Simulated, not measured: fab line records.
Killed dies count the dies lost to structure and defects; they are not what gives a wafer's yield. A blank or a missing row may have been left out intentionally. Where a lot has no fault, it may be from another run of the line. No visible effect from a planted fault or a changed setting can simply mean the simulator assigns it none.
Comparing a struck lot with a sound one    flow sfqLine    43 out of 325 route steps
Sound: these wafers, L486.1, L486.3, L486.5. Struck: wafers L487.2, L487.3, L487.6. The cause comes at the end.
For every step that has rows: the tool of each side, followed by ch and its chambers, followed by its first start. Under that, the readings that differ: sound wafers    struck wafers    difference of the means    sigmas: that difference in standard deviations of wafers without a fault.
alike: words and numbers the same on both sides, and readings whose means are apart by under 2 such deviations; not compared: readings that were withheld, readings missing a value for some wafer, numbers with overlapping values and no deviation given by the record, and bounds like >300 which may hide the same value.
Wherever a step has rows on one side only, a row that says differs or no value, or a row with sigmas, the two part there. Numbers that don't overlap but have no deviation are shown without sigmas and don't part them. A reading that every wafer of one side lacks parts them only if that side has two wafers or more.

first, 3 steps without rows for these wafers: SFQ_TRILAYER_M5_LITHO_EXPOSE_124 (exposes mask M5, target cd 700 nm); SFQ_TRILAYER_M5_LITHO_PEB_126 (peb time 60 s); SFQ_TRILAYER_M5_LITHO_DEVELOP_125 (time 60 s).
SFQ_M5_OVL_MEAS_932:
  sound on overlay-01 at day 61 21:13; struck on overlay-01 at day 62 09:19
  alike: M5_OVL
SFQ_TRILAYER_M5_BARC_OPEN_METAL_ETCH_161: etches BARC in O2, target depth 125 nm, time 41.7 s.
  sound on rieMetal-02 ch 1, day 61 21:15; struck on rieMetal-02 ch 0,1, day 62 09:20
  alike: drypumpMotorCurrentA, oesProductAu
  not compared: rfHoursCounterH
SFQ_TRILAYER_M5_ETCH_METAL_ETCH_126: etches Nb in Cl2/BCl3, stops on SiO2, time 203.2 s, target depth 265 nm.
  sound on rieMetal-02 ch 1, day 61 21:19; struck on rieMetal-02 ch 0,1, day 62 09:24
  alike: drypumpMotorCurrentA, oesProductAu
  not compared: rfHoursCounterH
then, 3 steps without rows for these wafers: SFQ_TRILAYER_M5_STRIP_STRIP_127 (strips in O2); SFQ_TRILAYER_M5_STRIP_SOLV_CLEAN_128 (cleans in NMP, time 600 s); SFQ_TRILAYER_A5B_DEP_PECVD_129 (deposits SiO2 from SiH4/N2O, time 133.33 s, target thk 600 nm).
SFQ_TRILAYER_A5B_CMP_CMP_130: polishes, stops on Nb, target thk 340.7 nm.
  sound on cmp-02 ch 0,2, day 61 22:41; struck on cmp-01 ch 2,3, day 62 10:28
  alike: edgeZonePressureFrac, motorCurrentA, retainingRingPressureFrac
then, 2 steps without rows for these wafers: SFQ_TRILAYER_A5B_METRO_MEASURE_131; SFQ_TRILAYER_R5_DEP_SPUTTER_132 (material Ti, target thk 5 nm, time 5 s).
SFQ_TRILAYER_R5_DEP_SPUTTER_133: material MoNx, target thk 40 nm, time 66.7 s.
  sound on pvdSputter-03 at day 62 02:54; struck on pvdSputter-05 at day 62 14:41
reading                                               sound                 struck                difference  sigmas
cathodeDcPowerW (W)                                   1000.1 1000.3 1000.1  1293.6 1293.3 1293.4  +293.3      +99 or more
model.MoNx_of_TRILAYER_R5_DEP_SPUTTER_133.thkNm (nm)  40.38 40.36 39.95     52.46 52.35 52.3      +12.14      
  alike: chamberPressurePa, throttleValvePct
then, 1 step without rows for these wafers: SFQ_TRILAYER_R5_DEP_SPUTTER_134 (material Ti, target thk 5 nm, time 5 s).
SFQ_R5_RS_MEAS_933: measures by four-point-probe.
  sound on filmMetro-04 at day 62 02:59; struck on filmMetro-03 at day 62 14:46
reading              sound           struck          difference  sigmas
R5_MONX_RS (ohm/sq)  6.98 6.99 7.04  5.47 5.46 5.49  -1.53       -20
SFQ_R5_THK_MEAS_934: measures by xrf.
  sound on filmMetro-04 at day 62 03:06; struck on filmMetro-03 at day 62 14:53
reading           sound           struck          difference  sigmas
R5_MONX_THK (nm)  39.7 39.8 39.5  52.1 52.3 52.3  +12.6       +24
then, 6 steps without rows for these wafers: SFQ_TRILAYER_R5_LITHO_COAT_141 (resist thk 62 nm); SFQ_TRILAYER_R5_LITHO_COAT_136 (resist thk 600 nm); SFQ_TRILAYER_R5_LITHO_SOFTBAKE_140; SFQ_TRILAYER_R5_LITHO_EXPOSE_137 (exposes mask R5, target cd 500 nm); SFQ_TRILAYER_R5_LITHO_PEB_139 (peb time 60 s); SFQ_TRILAYER_R5_LITHO_DEVELOP_138 (time 60 s).
-- the record jumps here: 6 days lie between the struck wafers' starts before and after --
SFQ_R5_OVL_MEAS_935:
  sound on overlay-01 at day 67 16:08; struck on overlay-01 at day 68 02:57
  alike: R5_OVL
SFQ_TRILAYER_R5_BARC_OPEN_METAL_ETCH_177: etches BARC in O2, target depth 125 nm, time 41.7 s.
  sound on rieMetal-03 ch 0,1, day 67 16:11; struck on rieMetal-03 ch 0, day 68 02:59
  alike: drypumpMotorCurrentA, oesProductAu
  not compared: rfHoursCounterH
then, 1 step without rows for these wafers: SFQ_TRILAYER_R5_ETCH_METAL_ETCH_139 (etches the open film in Cl2, stops on SiO2, target depth 60 nm, time 40 s).
SFQ_TRILAYER_R5_STRIP_STRIP_140: strips in O2.
  sound on rieMetal-03 ch 0,1, day 67 16:17; struck on rieMetal-03 ch 0, day 68 03:08
  alike: drypumpMotorCurrentA, oesProductAu
  not compared: rfHoursCounterH
then, 8 steps without rows for these wafers: SFQ_TRILAYER_R5_STRIP_SOLV_CLEAN_141 (cleans in NMP, time 600 s); SFQ_TRILAYER_A5C_DEP_PECVD_142 (deposits SiO2 from SiH4/N2O, time 15.556 s, target thk 70 nm); SFQ_TRILAYER_I5_LITHO_COAT_149 (resist thk 62 nm); SFQ_TRILAYER_I5_LITHO_COAT_144 (resist thk 650 nm); SFQ_TRILAYER_I5_LITHO_SOFTBAKE_148; SFQ_TRILAYER_I5_LITHO_EXPOSE_145 (exposes mask I5, target cd 700 nm); SFQ_TRILAYER_I5_LITHO_PEB_147 (peb time 60 s); SFQ_TRILAYER_I5_LITHO_DEVELOP_146 (time 60 s).
-- the record jumps here: 5 days lie between the struck wafers' starts before and after --
SFQ_I5_OVL_MEAS_936:
  sound on overlay-02 at day 72 16:18; struck on overlay-02 at day 73 00:31
  alike: I5_OVL
then, 7 steps without rows for these wafers: SFQ_TRILAYER_I5_BARC_OPEN_VIA_ETCH_200 (etches BARC in O2, target depth 125 nm, time 41.7 s); SFQ_TRILAYER_I5_ETCH_VIA_ETCH_147 (etches the open film in CHF3, stops on Nb, target depth 360 nm); SFQ_TRILAYER_I5_STRIP_STRIP_148 (strips in O2); SFQ_TRILAYER_I5_STRIP_SOLV_CLEAN_149 (cleans in NMP, time 600 s); SFQ_TRILAYER_C5_LITHO_COAT_156 (resist thk 62 nm); SFQ_TRILAYER_C5_LITHO_COAT_151 (resist thk 650 nm); SFQ_TRILAYER_C5_LITHO_SOFTBAKE_155.
-- the record jumps here: 16 days lie between the struck wafers' starts before and after --
SFQ_M8_BOW_MEAS_951:
  sound on filmMetro-03 at day 88 09:14; struck on filmMetro-03 at day 88 20:04
reading                 sound              struck             difference  sigmas
model.etest.r5.ohmUm    13.96 13.93 14.05  10.76 10.77 10.76  -3.22       
model.etest.c5.linkOhm  7.963 7.945 8.025  6.323 6.341 6.352  -1.639      
model.etest.r5.ohmSq    6.996 6.998 7.071  5.385 5.396 5.401  -1.628      
  alike: M8_BOW

WHERE THEY PART
First at SFQ_TRILAYER_R5_DEP_SPUTTER_133; last, within this record, at SFQ_R5_THK_MEAS_934. Later steps at which nothing parts them and some readings are alike: SFQ_R5_OVL_MEAS_935, SFQ_TRILAYER_R5_BARC_OPEN_METAL_ETCH_177, SFQ_TRILAYER_R5_STRIP_STRIP_140, SFQ_I5_OVL_MEAS_936, SFQ_M8_BOW_MEAS_951.

WHY: what had been put in by the simulator
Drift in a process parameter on pvdSputter-05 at SFQ_TRILAYER_R5_DEP_SPUTTER_133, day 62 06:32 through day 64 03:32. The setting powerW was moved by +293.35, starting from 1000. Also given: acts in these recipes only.
